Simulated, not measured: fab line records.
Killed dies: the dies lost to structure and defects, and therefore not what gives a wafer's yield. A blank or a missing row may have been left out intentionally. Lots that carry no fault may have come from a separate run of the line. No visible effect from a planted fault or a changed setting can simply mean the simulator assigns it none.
fab line records	flow sky130
[record] lots = 15	wafers = 45	lastDay = 51
route steps=708 shown POLY_GATE@218 LDD_HVN@271
lots untouched by any fault: they come from a run of this same line in which no faults occurred
startH: the number of hours between the record's first day and the start of the first shown wafer of the lot	waitH: hours from the lot's prior step to this one	" same as the row above	L1.1+2: several wafers, shown together as one row	- no value present, or no start provided	* or withheld: withheld	< > ~ a bound
route shown NAME@n: names a module that has steps shown in the file, with the first one's number in the route	usual: mean/standard deviation of fault-free wafers	same: alike in all rows	chamber/n: place in a boat	sites: each site's reading	_std_site: the values' standard deviation	_edge_site: outer sites' mean less inner sites'	radiusMm: how far each site lies from the wafer's centre	mask NAME#n: copy n	behind: tool/chamber where the wafer was last shaped	hold: the reason the lot was held/the length of the hold in hours/how it ended	device: the n, p or np transistor that did not switch	end of line: the tests these same wafers got at the end of their route	a step without rows: its recipe alone	killed: at the first sort, the dies lost to defects and structure; wafer yield is something else	map: the dies of a wafer, with x for killed, . for not killed, _ for no die there
set.NAME: the run value of the setting; set.NAME@STEP: its run value at that earlier step	model.NAME: the simulator's own value behind a step, which no gauge read
a sample of lots followed through the steps of the route, with each step as a table and each wafer as a row
services: from which hour (startH, from the record's first day; less than 0 if before it) a tool's chamber was out of use, for how many hours, and why
[[steps]]
[step SKY_POLY_GATE_THK_MEAS_04]
[recipe] reads = Si3N4_of_POLY_GATE_CVD_03
[usual] POLY_GATE_CVD_03_THK = 75.3/0.65
lot.wafer	tool	chamber	startH	waitH	POLY_GATE_CVD_03_THK[nm]
L530.1	filmMetro-04	-	337.63	0.0	75.6
L530.2	"	-	"	"	75.3
L530.3	"	-	"	"	75.1
L532.1	filmMetro-02	-	367.93	0.0	75.0
L532.5	"	-	"	"	75.2
L532.6	"	-	"	"	74.7
L534.2	filmMetro-02	-	377.29	0.0	73.6
L534.4	"	-	"	"	73.8
L534.5	"	-	"	"	73.7
L536.3	filmMetro-04	-	387.66	0.0	75.0
L536.5	"	-	"	"	75.1
L536.6	"	-	"	"	75.1
L537.1	filmMetro-02	-	402.53	0.0	73.6
L537.3	"	-	"	"	74.0
L537.6	"	-	"	"	74.2
L538.2	filmMetro-04	-	413.59	0.0	75.1
L538.4	"	-	"	"	75.1
L538.5	"	-	"	"	76.1
L539.1	filmMetro-04	-	419.93	0.0	75.0
L539.2	"	-	"	"	76.0
L539.5	"	-	"	"	75.6
L540.3	filmMetro-01	-	419.95	0.0	74.8
L540.4	"	-	"	"	75.7
L540.6	"	-	"	"	75.0
L541.1	filmMetro-04	-	427.39	0.0	76.2
L541.2	"	-	"	"	75.9
L541.3	"	-	"	"	76.3
L543.3	filmMetro-04	-	452.79	0.0	75.8
L543.4	"	-	"	"	75.5
L543.6	"	-	"	"	76.2
L544.1	filmMetro-01	-	459.13	0.0	75.4
L544.3	"	-	"	"	74.9
L544.6	"	-	"	"	74.9
L547.3	filmMetro-02	-	491.01	0.0	75.9
L547.5	"	-	"	"	75.3
L547.6	"	-	"	"	76.0
L551.1	filmMetro-02	-	545.99	0.0	74.4
L551.3	"	-	"	"	75.1
L551.6	"	-	"	"	75.9
L553.1	filmMetro-02	-	563.51	0.0	75.7
L553.2	"	-	"	"	75.9
L553.4	"	-	"	"	76.4
L552.1	filmMetro-04	-	567.12	0.0	75.2
L552.3	"	-	"	"	75.6
L552.4	"	-	"	"	76.0
[step SKY_POLY_GATE_THK_MEAS_21]
[recipe] reads = SiO2_of_POLY_GATE_OXIDATION_20
[usual] POLY_GATE_OXIDATION_THK = 3.99/0.092
lot.wafer	tool	chamber	startH	waitH	POLY_GATE_OXIDATION_THK[nm]
L530.1	filmMetro-01	-	366.43	0.0	3.91
L530.2	"	-	"	"	3.83
L530.3	"	-	"	"	3.80
L532.1	filmMetro-02	-	398.52	0.0	4.00
L532.5	"	-	"	"	3.96
L532.6	"	-	"	"	3.98
L534.2	filmMetro-01	-	408.62	0.0	3.96
L534.4	"	-	"	"	3.97
L534.5	"	-	"	"	4.00
L536.3	filmMetro-01	-	419.05	0.0	3.89
L536.5	"	-	"	"	3.89
L536.6	"	-	"	"	3.85
L537.1	filmMetro-02	-	434.95	0.0	3.93
L537.3	"	-	"	"	4.04
L537.6	"	-	"	"	4.05
L538.2	filmMetro-02	-	446.90	0.0	4.04
L538.4	"	-	"	"	3.94
L538.5	"	-	"	"	4.05
L540.3	filmMetro-01	-	453.03	0.0	4.09
L540.4	"	-	"	"	4.00
L540.6	"	-	"	"	3.99
L539.1	filmMetro-02	-	454.50	0.0	4.00
L539.2	"	-	"	"	4.01
L539.5	"	-	"	"	3.99
L541.1	filmMetro-04	-	461.33	0.0	4.16
L541.2	"	-	"	"	4.09
L541.3	"	-	"	"	4.02
L543.3	filmMetro-02	-	485.68	0.0	3.95
L543.4	"	-	"	"	4.01
L543.6	"	-	"	"	3.96
L544.1	filmMetro-02	-	492.26	0.0	3.87
L544.3	"	-	"	"	3.95
L544.6	"	-	"	"	3.94
L547.3	filmMetro-04	-	523.39	0.0	4.08
L547.5	"	-	"	"	4.11
L547.6	"	-	"	"	4.18
L551.1	filmMetro-04	-	576.86	0.0	3.88
L551.3	"	-	"	"	3.80
L551.6	"	-	"	"	3.83
L553.1	filmMetro-01	-	596.25	0.0	4.07
L553.2	"	-	"	"	4.07
L553.4	"	-	"	"	4.07
L552.1	filmMetro-01	-	599.62	0.0	3.99
L552.3	"	-	"	"	3.98
L552.4	"	-	"	"	3.98
[step SKY_LDD_HVN_EXPOSE_04]
[recipe] maskId = HVNTM	na = 0.6	sourceShape = conventional	sigmaOuter = 0.6	polarization = unpolarized	targetCdNm = 700	doseMj = 127
[usual] exposureDoseMJCm2 = 126.99/0.14	focusOffsetNm = -0.1/0.54
lot.wafer	tool	chamber	startH	waitH	mask	exposureDoseMJCm2	focusOffsetNm
L530.1	ilineStepper-01	0	441.03	-	HVNTM#0	127.12	-0.2
L530.2	"	0	"	"	HVNTM#0	127.04	0.0
L530.3	"	0	"	"	HVNTM#0	127.18	-0.4
L532.1	ilineStepper-01	0	477.10	-	HVNTM#0	127.08	0.0
L532.5	"	0	"	"	HVNTM#0	127.12	0.1
L532.6	"	0	"	"	HVNTM#0	127.33	0.6
L534.2	ilineStepper-01	0	487.70	-	HVNTM#0	127.01	-0.3
L534.4	"	0	"	"	HVNTM#0	127.03	-1.7
L534.5	"	0	"	"	HVNTM#0	126.98	-0.8
L536.3	ilineStepper-02	0	497.87	-	HVNTM#0	127.15	-0.5
L536.5	"	0	"	"	HVNTM#0	126.99	-0.8
L536.6	"	0	"	"	HVNTM#0	127.21	0.4
L537.1	ilineStepper-01	0	514.08	-	HVNTM#0	126.88	-0.1
L537.3	"	0	"	"	HVNTM#0	126.91	-0.3
L537.6	"	0	"	"	HVNTM#0	126.84	-0.1
L538.2	ilineStepper-01	0	525.73	-	HVNTM#0	127.02	0.9
L538.4	"	0	"	"	HVNTM#0	127.11	0.9
L538.5	"	0	"	"	HVNTM#0	127.13	0.5
L540.3	ilineStepper-02	0	531.22	-	HVNTM#0	126.78	0.0
L540.4	"	0	"	"	HVNTM#0	126.93	0.2
L540.6	"	0	"	"	HVNTM#0	126.81	0.3
L539.1	ilineStepper-01	0	533.63	-	HVNTM#0	126.99	0.7
L539.2	"	0	"	"	HVNTM#0	126.92	-0.4
L539.5	"	0	"	"	HVNTM#0	127.03	-0.3
L541.1	ilineStepper-01	0	538.92	-	HVNTM#0	127.15	0.2
L541.2	"	0	"	"	HVNTM#0	127.10	-0.7
L541.3	"	0	"	"	HVNTM#0	127.10	-0.5
L543.3	ilineStepper-01	0	562.84	-	HVNTM#0	127.05	-0.8
L543.4	"	0	"	"	HVNTM#0	127.07	-1.3
L543.6	"	0	"	"	HVNTM#0	126.96	-0.3
L544.1	ilineStepper-01	0	568.51	-	HVNTM#0	127.09	0.2
L544.3	"	0	"	"	HVNTM#0	126.98	0.5
L544.6	"	0	"	"	HVNTM#0	127.00	0.0
L547.3	ilineStepper-01	0	598.16	-	HVNTM#0	127.16	0.3
L547.5	"	0	"	"	HVNTM#0	127.10	0.0
L547.6	"	0	"	"	HVNTM#0	127.15	-0.3
L551.1	ilineStepper-02	-	652.13	-	HVNTM#0	-	-
L551.3	"	-	"	"	HVNTM#0	-	-
L551.6	"	-	"	"	HVNTM#0	-	-
L553.1	ilineStepper-01	-	669.61	-	HVNTM#0	-	-
L553.2	"	-	"	"	HVNTM#0	-	-
L553.4	"	-	"	"	HVNTM#0	-	-
L552.1	ilineStepper-02	-	671.23	-	HVNTM#0	-	-
L552.3	"	-	"	"	HVNTM#0	-	-
L552.4	"	-	"	"	HVNTM#0	-	-
[step SKY_LDD_HVN_OVL_MEAS_07]
[usual] LDD_HVN_OVL = 1.4/1.3
lot.wafer	tool	chamber	startH	waitH	LDD_HVN_OVL[nm]
L530.1	overlay-01	-	456.47	0.1	1.9
L530.2	"	-	"	"	-0.4
L530.3	"	-	"	"	1.0
L532.1	overlay-02	-	492.91	0.1	1.1
L532.5	"	-	"	"	1.5
L532.6	"	-	"	"	0.3
L534.2	overlay-02	-	502.73	0.1	1.4
L534.4	"	-	"	"	2.9
L534.5	"	-	"	"	1.1
L536.3	overlay-01	-	512.87	0.1	1.3
L536.5	"	-	"	"	1.8
L536.6	"	-	"	"	1.6
L537.1	overlay-02	-	528.86	0.1	1.5
L537.3	"	-	"	"	0.9
L537.6	"	-	"	"	0.7
L538.2	overlay-01	-	540.33	0.1	2.0
L538.4	"	-	"	"	3.2
L538.5	"	-	"	"	2.3
L540.3	overlay-02	-	545.98	0.1	0.6
L540.4	"	-	"	"	1.5
L540.6	"	-	"	"	0.1
L539.1	overlay-01	-	548.36	0.1	0.2
L539.2	"	-	"	"	1.3
L539.5	"	-	"	"	-1.2
L541.1	overlay-01	-	553.62	0.1	1.2
L541.2	"	-	"	"	0.0
L541.3	"	-	"	"	1.0
L543.3	overlay-01	-	576.98	0.1	-0.6
L543.4	"	-	"	"	1.4
L543.6	"	-	"	"	-1.0
L544.1	overlay-01	-	583.66	0.1	1.9
L544.3	"	-	"	"	2.0
L544.6	"	-	"	"	2.2
L547.3	overlay-02	-	613.17	0.1	1.0
L547.5	"	-	"	"	1.0
L547.6	"	-	"	"	1.3
L551.1	overlay-02	-	665.41	0.1	-
L551.3	"	-	"	"	-
L551.6	"	-	"	"	-
L553.1	overlay-02	-	683.51	0.1	-
L553.2	"	-	"	"	-
L553.4	"	-	"	"	-
L552.1	overlay-02	-	685.01	0.1	-
L552.3	"	-	"	"	-
L552.4	"	-	"	"	-
[[services]]
tool	chamber	startH	hours	kind
ilineStepper-01	-	427.24	1.7	pm
ilineStepper-02	-	507.84	1.7	pm
ilineStepper-01	-	518.59	2.1	pm
ilineStepper-01	-	520.67	-	consumableReplace:lamp
ilineStepper-02	0	533.30	-	calibration
ilineStepper-01	0	571.44	-	calibration
ilineStepper-02	-	594.58	4.4	pm
ilineStepper-01	-	600.35	4.4	pm
ilineStepper-02	-	607.95	4.7	repair
ilineStepper-01	-	620.77	1.1	repair
ilineStepper-01	-	645.42	1.7	pm
[[key]]
[firstSign] step = SKY_LDD_HVN_EXPOSE_04	reading = toolRecord	direction = missing
effect none on later readings
metAt SKY_LDD_HVN_EXPOSE_04
struckLots L551,L552,L553
sortLeftOut L551.1,L551.3,L551.6,L552.1,L552.3,L552.4,L553.1,L553.2,L553.4
testerLeftOut L551,L552,L553
notActingAt SKY_POLY_GATE_THK_MEAS_04,SKY_POLY_GATE_THK_MEAS_21,SKY_LDD_HVN_OVL_MEAS_07
onsetBetween 598.16 652.13
[fault] kind = skippedStepWhole	tool = ilineStepper-01,ilineStepper-02	chamber = -	onsetH = 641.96	steps = SKY_LDD_HVN_EXPOSE_04	scope = struckLotsOnly
// testerLeftOut: of these lots the tester's yield and bins aren't shown, on N5 and GAA mostly nor the transistor test; their killed dies are dies lost to structure and defects alone, not to doping, threshold or leakage, so they don't give the yield
// sortLeftOut: the simulated sort isn't trusted on such a fault, so these wafers' sort isn't shown, and their yield isn't known
